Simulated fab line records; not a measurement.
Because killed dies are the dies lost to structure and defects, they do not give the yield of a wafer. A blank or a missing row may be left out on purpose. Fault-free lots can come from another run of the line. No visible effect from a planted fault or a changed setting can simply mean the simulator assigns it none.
One fault through the eyes of 2 desks | flow sky130 | every desk sees just its own numbers, and what lay behind them comes last

== METROLOGY DESK ==
Means of the sampled wafers that have a number, per lot and without regard to the tool the lot ran on: this is what the gauges read. A lot is out of limits, marked OUT, if its mean lies more than 4 standard deviations from the usual mean; the brackets give that distance. Readings shown: 7 of its 8, picked as those furthest out on some lot.
Columns: A = LDD_N_TW at SKY_LDD_N_TW_MEAS_17, usual 2602; B = cd_nm at SKY_LDD_P_CD_MEAS_07, usual 380.4 nm; C = LDD_P_OVL at SKY_LDD_P_OVL_MEAS_08, usual 1.5 nm; D = LDD_P_TW at SKY_LDD_P_TW_MEAS_11, usual 640; E = LDD_HVN_OVL at SKY_LDD_HVN_OVL_MEAS_07, usual -0.3 nm; F = LDD_HVN_TW at SKY_LDD_HVN_TW_MEAS_10, usual 1431; G = LDD_HVP_OVL at SKY_LDD_HVP_OVL_MEAS_07, usual 0.0 nm
lot  | first seen here | A    | B     | C   | D   | E    | F    | G
L455 | day 18 08:03    | 2587 | 383.8 | 1.6 | 644 | -0.9 | 1414 | 0.5
L460 | day 20 03:20    | 2633 | 381.1 | 1.3 | 635 | -0.4 | 1438 | 0.7
L462 | day 21 04:42    | 2613 | 379.2 | 1.0 | 638 | -0.6 | 1446 | -0.4
L464 | day 21 19:11    | 2592 | 378.8 | 2.9 | 632 | 0.2  | 1433 | 1.8
L469 | day 23 13:00    | 2608 | 377.1 | 0.4 | 618 | -0.0 | 1443 | -0.2
L470 | day 23 20:54    | 2597 | 381.2 | 2.5 | 637 | 1.4  | 1442 | 0.1
L472 | day 24 13:37    | 2591 | 383.3 | 3.0 | 635 | -2.1 | 1418 | 0.4
Finding of this desk: none of the 7 lots has anything out of limits.

== DESK OF THE TOOL OWNER: implanter-02 ==
SKY_LDD_P_IMPLANT_09, tool's own readings: per-lot mean of the sampled wafers with a number, covering each lot this tool ran. A lot is out of limits, marked OUT, if its mean lies more than 4 standard deviations from the usual mean; the brackets give that distance.
Columns: A = beam_energy_keV at SKY_LDD_P_IMPLANT_09, usual 25.000; B = faraday_current_uA at SKY_LDD_P_IMPLANT_09, usual 57.3
lot  | first seen here | A      | B
L464 | day 23 01:37    | 24.994 | 57.2
L469 | day 24 19:28    | 25.003 | 57.2
L470 | day 25 03:28    | 25.005 | 57.0
L472 | day 25 19:51    | 25.003 | 57.5
Finding of this desk: none of the 4 lots has anything out of limits.

== PUT TOGETHER ==
Nothing out of limits was seen by the metrology desk.
The desk of the tool owner found nothing out of limits.

== WHAT THE SIMULATOR PUT IN ==
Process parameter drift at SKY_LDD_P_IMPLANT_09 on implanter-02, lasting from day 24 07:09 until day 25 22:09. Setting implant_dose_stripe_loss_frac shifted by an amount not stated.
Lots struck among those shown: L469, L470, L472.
